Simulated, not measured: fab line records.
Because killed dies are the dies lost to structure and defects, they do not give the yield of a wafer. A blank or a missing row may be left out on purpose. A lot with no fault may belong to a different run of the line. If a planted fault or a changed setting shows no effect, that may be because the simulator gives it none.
fab line records	flow sky130
[record] lots = 13	wafers = 39	last-day = 50
route steps=708 shown CONTACT@411 PAD_OPEN@708
lots that met no fault: taken from a fault-free run of the same line
start-h: start of the lot's first displayed wafer, in hours after the record's first day	wait-h: time in hours since the lot's previous step	" as in the row above	L1.1+2: a single row standing in for several wafers	- either no value or no given start	* or withheld: withheld	< > ~ a bound
route shown NAME@n: a module of which the file shows steps, and the number in the route of the first	usual: average and standard deviation across the fault-free wafers	same: alike in all rows	chamber/n: place in a boat	sites: the reading at each site	_std_site: the values' standard deviation	_edge_site: inner sites' mean taken away from outer sites' mean	radius-mm: for every site, how far away it sits from the centre of the wafer	mask NAME#n: copy n	behind: the last tool/chamber to shape the wafer	hold: why the lot went on hold/how many hours it stayed there/how the hold came to an end	device: names the non-switching transistor (n, p or np)	end of line: tests of these same wafers at the route's end	a step given without rows: its recipe and nothing more	killed: dies lost to structure and defects at the first sort, not the wafer's yield	map: per-die view of a wafer (x killed, . not killed, _ where there is no die)
set.NAME: the run value of the setting; set.NAME@STEP: its run value at that earlier step	model.NAME: the simulator's own value behind a step, which no gauge read
a sample of lots followed through the steps of the route, with each step as a table and each wafer as a row
services: a tool's chamber out of use, with start hour (start-h, from the record's first day; less than 0 if before it), hours out, and reason
[[steps]]
[step SKY_CONTACT_BOW_MEAS_05]
[recipe] mode = bow
[usual] CONTACT_BOW = 83/6.5
lot.wafer	tool	chamber	start-h	wait-h	CONTACT_BOW[um]
L590.1	film-metro-02	-	730.85	0.1	84
L590.5	"	-	"	"	78
L590.6	"	-	"	"	85
L589.2	film-metro-03	-	732.43	0.1	77
L589.3	"	-	"	"	85
L589.4	"	-	"	"	83
L593.1	film-metro-03	-	739.74	0.2	88
L593.2	"	-	"	"	79
L593.3	"	-	"	"	84
L596.1	film-metro-03	-	766.89	0.2	80
L596.3	"	-	"	"	85
L596.6	"	-	"	"	89
L599.3	film-metro-02	-	791.82	0.2	81
L599.4	"	-	"	"	87
L599.5	"	-	"	"	75
L601.2	film-metro-03	-	806.14	0.2	89
L601.3	"	-	"	"	77
L601.6	"	-	"	"	80
L603.4	film-metro-01	-	822.77	0.2	84
L603.5	"	-	"	"	74
L603.6	"	-	"	"	81
L604.1	film-metro-02	-	826.81	0.1	79
L604.3	"	-	"	"	78
L604.4	"	-	"	"	85
L608.1	film-metro-03	-	873.02	0.1	84
L608.3	"	-	"	"	77
L608.5	"	-	"	"	87
L606.1	film-metro-02	-	875.43	0.1	93
L606.2	"	-	"	"	77
L606.3	"	-	"	"	82
L610.2	film-metro-03	-	877.10	0.3	74
L610.4	"	-	"	"	86
L610.6	"	-	"	"	73
L611.1	film-metro-01	-	878.51	0.1	95
L611.4	"	-	"	"	93
L611.5	"	-	"	"	92
L612.1	film-metro-03	-	884.56	0.1	77
L612.2	"	-	"	"	86
L612.4	"	-	"	"	87
[step SKY_CONTACT_STRIP_19]
[recipe] chemistry = O2/N2	power-w = 1400	pressure-mtorr = 1500	platen-temp-c = withheld	o2-flow-sccm = 3000	n2-flow-sccm = 300	overash-fraction = 0.5
[usual] drypump-motor-current-A = 5.7/0.62	oes-product-au = 0.381/0.0051	strip-time-to-endpoint-s = 3.63/0.05
lot.wafer	tool	chamber	start-h	wait-h	drypump-motor-current-A	oes-product-au	rf-hours-counter-h	strip-time-to-endpoint-s
L590.1	plasma-asher-03	0	757.50	-	6.1	0.378	92	3.65
L590.5	"	0	"	"	6.1	0.373	-	3.64
L590.6	"	1	"	"	5.1	0.383	-	3.66
L589.2	plasma-asher-02	1	758.45	-	5.6	0.378	28	3.63
L589.3	"	1	"	"	5.5	0.383	-	3.64
L589.4	"	0	"	"	4.9	0.382	-	3.63
L593.1	plasma-asher-01	0	767.08	-	6.6	0.383	67	3.66
L593.2	"	1	"	"	5.5	0.381	67	3.62
L593.3	"	0	"	"	6.6	0.379	-	3.69
L596.1	plasma-asher-01	1	793.72	-	5.4	0.382	70	3.61
L596.3	"	0	"	"	6.6	0.382	-	3.64
L596.6	"	1	"	"	5.4	0.386	-	3.62
L599.3	plasma-asher-01	0	818.19	-	6.6	0.372	-	3.57
L599.4	"	1	"	"	5.5	0.378	-	3.60
L599.5	"	0	"	"	6.7	0.378	-	3.60
L601.2	plasma-asher-01	0	832.07	-	6.7	0.375	73	3.64
L601.3	"	0	"	"	6.6	0.390	-	3.56
L601.6	"	1	"	"	5.5	0.381	-	3.54
L603.4	plasma-asher-01	1	848.72	-	5.5	0.381	-	3.61
L603.5	"	0	"	"	6.6	0.374	-	3.62
L603.6	"	1	"	"	5.4	0.382	-	3.61
L604.1	plasma-asher-01	1	853.13	-	5.5	0.383	75	3.64
L604.3	"	1	"	"	5.5	0.391	-	3.70
L604.4	"	0	"	"	6.6	0.377	-	3.62
L608.1	plasma-asher-03	0	898.32	-	6.1	0.384	105	3.73
L608.3	"	0	"	"	6.1	0.373	-	3.59
L608.5	"	0	"	"	6.1	0.380	-	3.60
L606.1	plasma-asher-01	0	901.13	-	6.6	0.392	80	3.63
L606.2	"	1	"	"	5.4	0.380	80	3.65
L606.3	"	1	"	"	5.5	0.378	-	3.67
L610.2	plasma-asher-03	1	902.73	-	5.1	0.375	106	3.54
L610.4	"	0	"	"	6.1	0.383	-	3.65
L610.6	"	1	"	"	5.1	0.379	-	3.64
L611.1	plasma-asher-02	0	903.88	-	4.9	0.383	43	3.55
L611.4	"	0	"	"	4.9	0.375	-	3.56
L611.5	"	0	"	"	4.9	0.377	-	3.58
L612.1	plasma-asher-03	0	910.53	-	6.1	0.381	107	3.69
L612.2	"	1	"	"	5.1	0.383	107	3.67
L612.4	"	1	"	"	5.1	0.377	-	3.62
[step SKY_CONTACT_SPUTTER_23]
[recipe] material = TiN	target-thk-nm = 20	chamber-pressure-pa = 5	power-w = 4108	time-s = 80
[usual] chamber-pressure-pa = 5.000/0.011	throttle-valve-pct = 30.7/1.1
[same] time-s = 80
lot.wafer	tool	chamber	start-h	wait-h	chamber-pressure-pa	throttle-valve-pct
L590.1	pvd-sputter-03	-	758.10	0.0	4.990	29.8
L590.5	"	-	"	"	5.011	30.0
L590.6	"	-	"	"	4.997	30.4
L589.2	pvd-sputter-01	-	759.05	0.0	5.012	33.1
L589.3	"	-	"	"	4.993	33.2
L589.4	"	-	"	"	4.993	31.5
L593.1	pvd-sputter-01	-	767.71	0.0	5.020	33.1
L593.2	"	-	"	"	4.985	33.1
L593.3	"	-	"	"	5.016	29.5
L596.1	pvd-sputter-02	-	794.35	0.0	5.012	30.0
L596.3	"	-	"	"	5.006	30.4
L596.6	"	-	"	"	4.998	31.1
L599.3	pvd-sputter-02	-	818.75	0.0	4.968	30.2
L599.4	"	-	"	"	6.475	26.8
L599.5	"	-	"	"	6.457	26.8
L601.2	pvd-sputter-02	-	832.66	0.0	5.005	30.3
L601.3	"	-	"	"	6.460	26.7
L601.6	"	-	"	"	5.000	31.4
L603.4	pvd-sputter-03	-	849.28	0.0	4.997	30.0
L603.5	"	-	"	"	5.019	30.1
L603.6	"	-	"	"	5.004	30.7
L604.1	pvd-sputter-03	-	853.73	0.0	5.016	30.4
L604.3	"	-	"	"	4.999	29.8
L604.4	"	-	"	"	4.998	30.2
L608.1	pvd-sputter-03	-	898.94	0.0	4.991	30.1
L608.3	"	-	"	"	5.007	29.5
L608.5	"	-	"	"	4.995	30.5
L606.1	pvd-sputter-03	-	901.73	0.0	5.000	30.1
L606.2	"	-	"	"	4.997	30.4
L606.3	"	-	"	"	4.992	29.7
L610.2	pvd-sputter-02	-	903.37	0.0	4.992	31.2
L610.4	"	-	"	"	5.004	29.9
L610.6	"	-	"	"	4.996	30.4
L611.1	pvd-sputter-03	-	904.49	0.0	5.001	29.8
L611.4	"	-	"	"	4.996	30.3
L611.5	"	-	"	"	4.988	30.5
L612.1	pvd-sputter-02	-	911.13	0.0	5.004	30.4
L612.2	"	-	"	"	4.994	30.1
L612.4	"	-	"	"	4.995	30.6
[step SKY_CONTACT_CMP_27]
[recipe] stop-on = SiO2	t-overpolish-s = 15	down-force-psi = 3.5	platen-rpm = 60	target-thk-nm = 0	pad-velocity-m-s = 0.94248
[usual] motor-current-A = 11.3/0.98
lot.wafer	tool	chamber	start-h	wait-h	motor-current-A
L590.1	cmp-02	3	758.60	0.2	11.2
L590.6	"	0	"	"	11.8
L590.5	"	1	"	"	11.1
L589.4	cmp-02	3	759.40	0.0	10.8
L589.3	"	1	"	"	11.1
L589.2	"	2	"	"	10.0
L593.3	cmp-01	3	768.07	0.0	10.3
L593.2	"	1	"	"	12.3
L593.1	"	2	"	"	10.4
L596.1	cmp-02	2	794.80	0.1	10.1
L596.3	"	3	"	"	11.1
L596.6	"	0	"	"	12.1
L599.4	cmp-02	1	819.16	0.1	11.0
L599.3	"	2	"	"	10.5
L599.5	"	0	"	"	11.3
L601.2	cmp-01	3	833.02	0.0	10.6
L601.3	"	0	"	"	12.9
L601.6	"	0	"	"	13.2
L603.4	cmp-02	3	849.73	0.1	10.6
L603.6	"	1	"	"	11.1
L603.5	"	2	"	"	10.0
L604.4	cmp-02	0	854.08	0.0	11.6
L604.1	"	2	"	"	10.2
L604.3	"	3	"	"	11.3
L608.1	cmp-01	2	899.29	0.1	10.3
L608.3	"	3	"	"	11.0
L608.5	"	3	"	"	11.0
L606.3	cmp-02	1	902.08	0.0	11.2
L606.2	"	2	"	"	10.3
L606.1	"	0	"	"	11.4
L610.4	cmp-02	2	903.77	0.1	10.5
L610.2	"	1	"	"	11.5
L610.6	"	3	"	"	10.9
L611.4	cmp-01	0	904.84	0.0	12.9
L611.1	"	1	"	"	13.0
L611.5	"	1	"	"	12.6
L612.4	cmp-01	0	911.63	0.2	12.6
L612.2	"	2	"	"	10.3
L612.1	"	3	"	"	10.6
[step SKY_PAD_OPEN_PROBE_99]
[usual] killed_at_M0_to_M3 = 44/6.9	killed_at_M4_up = 3.3/2	killed-at-contacts = 25/5.4	killed-at-front-end = 16/4.6	killed-at-other = 0.2/0.51	killed-dies = 88/8.9	killed-on-rim = 17/3.6	killed-open = 48/6.8	killed-short = 39/5.8
[same] gross-dies = 492	killed-at-back-side = 0
lot.wafer	tool	chamber	start-h	wait-h	killed_at_M0_to_M3	killed_at_M4_up	killed-at-contacts	killed-at-front-end	killed-at-other	killed-dies	killed-on-rim	killed-open	killed-short
L590.1	prober-01	-	1094.46	0.1	35	1	30	14	0	80	20	45	35
L590.5	prober-01	-	1094.66	0.2	41	0	22	12	0	75	18	40	35
L590.6	prober-01	-	1094.71	0.2	39	3	28	17	0	87	18	50	37
L589.2	prober-02	-	1094.76	0.1	39	4	19	19	0	81	19	44	36
L589.3	prober-02	-	1094.81	0.2	39	4	24	10	0	77	13	46	31
L589.4	prober-02	-	1094.86	0.2	40	6	28	23	0	97	21	62	35
L593.1	prober-02	-	1100.13	0.1	38	5	33	9	0	85	12	40	45
L593.2	prober-02	-	1100.18	0.1	33	1	37	17	1	89	16	56	33
L593.3	prober-02	-	1100.23	0.2	48	3	32	15	0	98	20	60	38
L596.1	prober-01	-	1122.17	0.1	44	1	30	23	0	98	16	55	42
L596.3	prober-01	-	1122.27	0.2	34	3	21	10	0	68	13	33	33
L596.6	prober-01	-	1122.42	0.2	34	3	24	20	0	81	11	40	41
L599.3	prober-02	-	1138.24	0.2	32	2	24	14	0	72	13	32	39
L599.4	prober-02	-	1138.29	0.2	42	1	18	22	0	83	15	48	35
L599.5	prober-02	-	1138.34	0.2	52	4	23	19	0	98	21	53	45
L601.2	prober-02	-	1146.26	0.1	41	5	27	18	0	91	18	52	38
L601.3	prober-02	-	1146.31	0.2	45	2	33	10	0	90	19	52	38
L601.6	prober-02	-	1146.46	0.2	37	4	25	14	0	80	15	44	36
L603.4	prober-02	-	1159.53	0.2	39	5	20	13	0	77	12	43	34
L603.5	prober-02	-	1159.58	0.2	49	4	30	12	0	95	21	50	44
L603.6	prober-02	-	1159.63	0.2	51	4	23	10	0	88	17	49	39
L604.1	prober-01	-	1163.39	0.1	43	3	24	23	0	93	17	49	44
L604.3	prober-01	-	1163.49	0.2	46	3	20	22	1	92	22	44	48
L604.4	prober-01	-	1163.54	0.2	40	1	12	16	0	69	15	35	34
L608.1	prober-01	-	1192.35	0.1	40	2	21	17	1	81	13	37	42
L608.3	prober-01	-	1192.45	0.2	53	4	28	20	1	106	26	62	41
L608.5	prober-01	-	1192.55	0.2	49	1	19	18	2	89	20	44	43
L606.1	prober-02	-	1198.28	0.1	33	1	23	18	0	75	15	45	30
L606.2	prober-02	-	1198.33	0.1	42	5	14	18	0	79	17	41	38
L606.3	prober-02	-	1198.38	0.2	43	3	22	17	0	85	16	43	42
L610.2	prober-01	-	1198.33	0.1	39	4	31	13	1	88	16	48	40
L610.4	prober-01	-	1198.43	0.2	50	4	20	10	0	84	18	52	31
L610.6	prober-01	-	1198.53	0.2	49	3	19	17	1	89	18	51	37
L611.1	prober-01	-	1199.79	0.1	39	5	25	14	0	83	18	55	28
L611.4	prober-01	-	1199.94	0.2	35	3	22	13	1	74	17	36	38
L611.5	prober-01	-	1199.99	0.2	46	7	26	6	0	85	20	50	35
L612.1	prober-02	-	1201.21	0.1	50	0	35	8	0	93	18	52	41
L612.2	prober-02	-	1201.26	0.1	57	2	40	25	0	124	28	74	50
L612.4	prober-02	-	1201.36	0.2	45	2	29	10	0	86	18	50	36
// killed by level:class
L590.1 CONTACT:geometric-particle:open=14 CONTACT:geometric-particle:short=7 METAL1:geometric-particle:short=7 VIA2:geometric-particle:open=7 LI_CONTACT:geometric-particle:open=6 METAL2:geometric-particle:short=5 POLY_GATE:geometric-particle:open=4 FIELD_ISO:geometric-particle:short=3
L590.5 CONTACT:geometric-particle:open=10 VIA1:geometric-particle:open=9 METAL2:geometric-particle:short=7 VIA2:geometric-particle:open=6 POLY_GATE:geometric-particle:short=4 CONTACT:geometric-particle:short=4 METAL1:geometric-particle:short=4 VIA1:geometric-particle:short=4
L590.6 CONTACT:geometric-particle:open=10 LI_CONTACT:geometric-particle:open=9 VIA1:geometric-particle:open=8 VIA2:geometric-particle:open=6 VIA3:geometric-particle:open=5 POLY_GATE:geometric-particle:short=4 METAL2:geometric-particle:short=4 VIA2:geometric-particle:short=4
L589.2 VIA1:geometric-particle:open=15 LI_CONTACT:geometric-particle:open=8 POLY_GATE:geometric-particle:short=6 SPACER:geometric-particle:open=5 VIA3:geometric-particle:open=5 CONTACT:geometric-particle:short=4 METAL2:geometric-particle:short=4 FIELD_ISO:geometric-particle:short=3
L589.3 VIA1:geometric-particle:open=10 LI_CONTACT:geometric-particle:open=8 CONTACT:geometric-particle:open=7 VIA2:geometric-particle:open=4 VIA1:geometric-particle:short=4 METAL2:geometric-particle:short=4 VIA3:geometric-particle:open=4 POLY_GATE:geometric-particle:open=3
L589.4 LI_CONTACT:geometric-particle:open=11 VIA1:geometric-particle:open=10 CONTACT:geometric-particle:open=8 FIELD_ISO:geometric-particle:open=7 FIELD_ISO:geometric-particle:short=7 VIA3:geometric-particle:open=7 VIA2:geometric-particle:open=6 VIA1:geometric-particle:short=5
L593.1 LI_CONTACT:geometric-particle:open=13 METAL1:geometric-particle:short=9 CONTACT:geometric-particle:open=7 CONTACT:geometric-particle:short=6 METAL2:geometric-particle:short=5 VIA1:geometric-particle:open=5 LOCAL_INTERCONNECT:geometric-particle:open=4 VIA1:geometric-particle:short=4
L593.2 CONTACT:geometric-particle:open=12 LI_CONTACT:geometric-particle:open=12 VIA1:geometric-particle:open=10 LI_CONTACT:geometric-particle:short=6 VIA1:geometric-particle:short=5 VIA3:geometric-particle:open=5 FIELD_ISO:geometric-particle:open=4 VIA2:geometric-particle:open=4
L593.3 CONTACT:geometric-particle:open=12 LI_CONTACT:geometric-particle:open=11 METAL1:geometric-particle:short=11 VIA1:geometric-particle:open=10 POLY_GATE:geometric-particle:short=5 POLY_GATE:geometric-particle:open=5 VIA3:geometric-particle:short=5 VIA3:geometric-particle:open=5
L596.1 LI_CONTACT:geometric-particle:open=10 CONTACT:geometric-particle:open=9 VIA1:geometric-particle:open=9 METAL1:geometric-particle:short=8 FIELD_ISO:geometric-particle:open=5 VIA3:geometric-particle:short=5 FIELD_ISO:geometric-particle:short=4 METAL2:geometric-particle:short=4
L596.3 VIA2:geometric-particle:open=8 LOCAL_INTERCONNECT:geometric-particle:short=6 METAL2:geometric-particle:short=6 VIA1:geometric-particle:open=5 LI_CONTACT:geometric-particle:open=5 CONTACT:geometric-particle:open=5 POLY_GATE:geometric-particle:short=4 FIELD_ISO:geometric-particle:open=3
L596.6 CONTACT:geometric-particle:open=8 METAL1:geometric-particle:short=7 VIA3:geometric-particle:open=7 FIELD_ISO:geometric-particle:short=6 CONTACT:geometric-particle:short=6 VIA2:geometric-particle:open=5 LI_CONTACT:geometric-particle:open=4 VIA1:geometric-particle:short=4
L599.3 POLY_GATE:geometric-particle:short=6 LI_CONTACT:geometric-particle:short=6 CONTACT:geometric-particle:open=6 VIA1:geometric-particle:open=5 VIA2:geometric-particle:open=5 FIELD_ISO:geometric-particle:short=4 LI_CONTACT:geometric-particle:open=4 LOCAL_INTERCONNECT:geometric-particle:short=4
L599.4 CONTACT:geometric-particle:open=12 VIA1:geometric-particle:open=9 VIA2:geometric-particle:open=7 FIELD_ISO:geometric-particle:open=6 FIELD_ISO:geometric-particle:short=5 METAL3:geometric-particle:short=5 METAL1:geometric-particle:open=4 VIA1:geometric-particle:short=4
L599.5 VIA1:geometric-particle:open=17 VIA2:geometric-particle:open=10 METAL1:geometric-particle:short=7 CONTACT:geometric-particle:open=7 FIELD_ISO:geometric-particle:short=6 LI_CONTACT:geometric-particle:short=6 FIELD_ISO:geometric-particle:open=4 METAL2:geometric-particle:short=4
L601.2 LI_CONTACT:geometric-particle:open=9 VIA3:geometric-particle:open=7 VIA2:geometric-particle:open=7 VIA1:geometric-particle:open=7 POLY_GATE:geometric-particle:open=6 CONTACT:geometric-particle:open=6 VIA1:geometric-particle:short=5 FIELD_ISO:geometric-particle:short=4
L601.3 CONTACT:geometric-particle:open=12 VIA2:geometric-particle:open=9 VIA3:geometric-particle:open=8 CONTACT:geometric-particle:short=7 VIA3:geometric-particle:short=7 LI_CONTACT:geometric-particle:open=6 METAL1:geometric-particle:short=6 VIA1:geometric-particle:open=5
L601.6 CONTACT:geometric-particle:open=9 VIA1:geometric-particle:open=7 METAL1:geometric-particle:short=6 VIA2:geometric-particle:open=5 METAL2:geometric-particle:short=5 VIA3:geometric-particle:open=4 LI_CONTACT:geometric-particle:open=4 CONTACT:geometric-particle:short=4
L603.4 VIA1:geometric-particle:open=10 CONTACT:geometric-particle:open=9 VIA2:geometric-particle:open=7 CONTACT:geometric-particle:short=5 METAL2:geometric-particle:short=5 FIELD_ISO:geometric-particle:short=4 LI_CONTACT:geometric-particle:open=4 METAL1:geometric-particle:short=4
L603.5 CONTACT:geometric-particle:open=13 VIA3:geometric-particle:open=9 VIA1:geometric-particle:open=8 METAL2:geometric-particle:short=8 VIA2:geometric-particle:open=8 LI_CONTACT:geometric-particle:open=7 FIELD_ISO:geometric-particle:short=5 CONTACT:geometric-particle:short=5
L603.6 VIA1:geometric-particle:open=13 VIA2:geometric-particle:open=10 CONTACT:geometric-particle:open=9 METAL1:geometric-particle:short=7 VIA3:geometric-particle:open=6 POLY_GATE:geometric-particle:open=5 LOCAL_INTERCONNECT:geometric-particle:short=5 CONTACT:geometric-particle:short=5
L604.1 VIA1:geometric-particle:open=12 POLY_GATE:geometric-particle:short=10 VIA3:geometric-particle:open=8 CONTACT:geometric-particle:open=7 VIA2:geometric-particle:open=7 LI_CONTACT:geometric-particle:open=6 FIELD_ISO:geometric-particle:open=5 LI_CONTACT:geometric-particle:short=5
L604.3 VIA1:geometric-particle:open=11 POLY_GATE:geometric-particle:short=10 VIA2:geometric-particle:open=10 CONTACT:geometric-particle:short=6 CONTACT:geometric-particle:open=5 METAL2:geometric-particle:short=5 LOCAL_INTERCONNECT:geometric-particle:short=4 VIA2:geometric-particle:short=4
L604.4 VIA1:geometric-particle:open=11 METAL2:geometric-particle:short=6 FIELD_ISO:geometric-particle:short=5 CONTACT:geometric-particle:open=5 METAL1:geometric-particle:short=5 FIELD_ISO:geometric-particle:open=4 LI_CONTACT:geometric-particle:open=4 VIA1:geometric-particle:short=4
L608.1 VIA3:geometric-particle:open=7 LI_CONTACT:geometric-particle:open=6 VIA2:geometric-particle:open=6 METAL2:geometric-particle:short=6 LOCAL_INTERCONNECT:geometric-particle:short=5 VIA1:geometric-particle:open=5 VIA1:geometric-particle:short=5 FIELD_ISO:geometric-particle:open=4
L608.3 VIA1:geometric-particle:open=17 LI_CONTACT:geometric-particle:open=10 VIA3:geometric-particle:open=8 POLY_GATE:geometric-particle:open=7 CONTACT:geometric-particle:open=7 METAL1:geometric-particle:short=7 LOCAL_INTERCONNECT:geometric-particle:short=5 CONTACT:geometric-particle:short=5
L608.5 VIA1:geometric-particle:open=9 VIA3:geometric-particle:open=9 CONTACT:geometric-particle:open=6 METAL2:geometric-particle:short=6 METAL1:geometric-particle:short=6 VIA1:geometric-particle:short=6 FIELD_ISO:geometric-particle:short=4 POLY_GATE:geometric-particle:short=4
L606.1 LI_CONTACT:geometric-particle:open=9 VIA1:geometric-particle:open=7 FIELD_ISO:geometric-particle:open=6 POLY_GATE:geometric-particle:short=6 VIA3:geometric-particle:open=6 CONTACT:geometric-particle:open=6 METAL1:geometric-particle:short=4 LOCAL_INTERCONNECT:geometric-particle:short=4
L606.2 VIA1:geometric-particle:open=10 VIA3:geometric-particle:open=9 POLY_GATE:geometric-particle:short=5 LI_CONTACT:geometric-particle:open=5 METAL1:geometric-particle:short=5 METAL2:geometric-particle:short=5 FIELD_ISO:geometric-particle:short=4 FIELD_ISO:geometric-particle:open=4
L610.2 VIA1:geometric-particle:open=11 LOCAL_INTERCONNECT:geometric-particle:short=8 CONTACT:geometric-particle:open=7 FIELD_ISO:geometric-particle:open=6 VIA2:geometric-particle:open=6 VIA1:geometric-particle:short=6 CONTACT:geometric-particle:short=6 METAL2:geometric-particle:short=5
L606.3 LI_CONTACT:geometric-particle:open=8 VIA2:geometric-particle:short=8 CONTACT:geometric-particle:open=7 VIA1:geometric-particle:short=6 VIA1:geometric-particle:open=6 METAL1:geometric-particle:open=5 METAL1:geometric-particle:short=5 FIELD_ISO:geometric-particle:open=4
L610.4 VIA1:geometric-particle:open=14 CONTACT:geometric-particle:open=7 VIA2:geometric-particle:open=7 VIA3:geometric-particle:open=7 CONTACT:geometric-particle:short=6 LI_CONTACT:geometric-particle:open=4 METAL3:geometric-particle:open=4 METAL1:geometric-particle:short=4
L610.6 VIA3:geometric-particle:open=12 VIA1:geometric-particle:open=11 FIELD_ISO:geometric-particle:short=8 LI_CONTACT:geometric-particle:open=6 CONTACT:geometric-particle:open=6 VIA2:geometric-particle:open=6 VIA1:geometric-particle:short=5 VIA3:geometric-particle:short=5
L611.1 CONTACT:geometric-particle:open=9 VIA1:geometric-particle:open=8 VIA3:geometric-particle:open=8 LI_CONTACT:geometric-particle:open=7 VIA2:geometric-particle:open=7 FIELD_ISO:geometric-particle:open=5 POLY_GATE:geometric-particle:open=5 VIA1:geometric-particle:short=5
L611.4 VIA1:geometric-particle:open=7 VIA2:geometric-particle:open=6 LOCAL_INTERCONNECT:geometric-particle:short=6 LI_CONTACT:geometric-particle:open=5 SPACER:geometric-particle:short=5 SPACER:geometric-particle:open=5 LI_CONTACT:geometric-particle:short=5 METAL2:geometric-particle:short=5
L611.5 CONTACT:geometric-particle:open=13 VIA1:geometric-particle:open=10 LI_CONTACT:geometric-particle:open=8 VIA3:geometric-particle:open=7 METAL2:geometric-particle:short=6 METAL4:geometric-particle:short=5 VIA1:geometric-particle:short=5 POLY_GATE:geometric-particle:short=4
L612.1 CONTACT:geometric-particle:open=19 VIA1:geometric-particle:open=10 CONTACT:geometric-particle:short=9 VIA3:geometric-particle:open=8 VIA2:geometric-particle:short=6 VIA2:geometric-particle:open=6 METAL2:geometric-particle:short=5 METAL3:geometric-particle:short=5
L612.2 CONTACT:geometric-particle:open=19 VIA1:geometric-particle:open=15 POLY_GATE:geometric-particle:short=12 METAL2:geometric-particle:short=10 LI_CONTACT:geometric-particle:open=9 VIA3:geometric-particle:open=8 VIA2:geometric-particle:open=6 LOCAL_INTERCONNECT:geometric-particle:short=5
L612.4 CONTACT:geometric-particle:open=10 VIA1:geometric-particle:open=10 LI_CONTACT:geometric-particle:open=9 VIA2:geometric-particle:open=8 METAL1:geometric-particle:short=6 CONTACT:geometric-particle:short=6 VIA3:geometric-particle:open=5 METAL2:geometric-particle:short=5
[[services]]
tool	chamber	start-h	hours	kind
cmp-01	-	736.68	12.4	pm
cmp-02	-	744.03	4.0	pm
cmp-02	-	748.03	-	consumable-replace:conditioner
cmp-02	-	748.03	-	consumable-replace:pad
pvd-sputter-02	-	757.57	0.5	repair
pvd-sputter-02	-	769.14	4.5	repair
cmp-01	-	799.63	12.3	pm
cmp-02	-	802.99	1.9	repair
plasma-asher-03	-	807.09	1.6	repair
pvd-sputter-03	-	810.51	3.1	repair
plasma-asher-01	-	811.22	5.8	repair
plasma-asher-03	-	820.61	0.4	repair
cmp-01	-	821.26	1.0	repair
pvd-sputter-02	-	850.79	6.3	repair
cmp-01	-	854.62	0.6	repair
cmp-01	-	880.50	3.3	pm
pvd-sputter-01	-	882.10	2.1	repair
pvd-sputter-01	-	891.90	8.9	repair
[[key]]
[first-sign] step = SKY_CONTACT_SPUTTER_23	reading = chamber-pressure-pa	direction = up	sigmas = 99+	usual = 5.000	struck = 6.464
[effect] step = SKY_CONTACT_SPUTTER_23	reading = throttle-valve-pct	direction = down	sigmas = 3.6	usual = 30.7	struck = 26.7
met-at SKY_CONTACT_SPUTTER_23
struck-lots L599,L601
struck-wafers L599.4,L599.5,L601.3
tester-left-out L599,L601
not-acting-at SKY_CONTACT_BOW_MEAS_05,SKY_CONTACT_STRIP_19,SKY_CONTACT_CMP_27
[fault] kind = process-parameter-drift	tool = pvd-sputter-02	chamber = -	onset-h = 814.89	steps = SKY_CONTACT_SPUTTER_23	channel = chamber-pressure-pa	offset = 1.4736	shape = step	end-h = 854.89	acts-in = these-recipes-only	stated = 5	scope = struck-wafers-only
// tester-left-out: of these lots the tester's yield and bins aren't shown, on N5 and GAA mostly nor the transistor test; their killed dies are dies lost to structure and defects alone, not to doping, threshold or leakage, so they don't give the yield
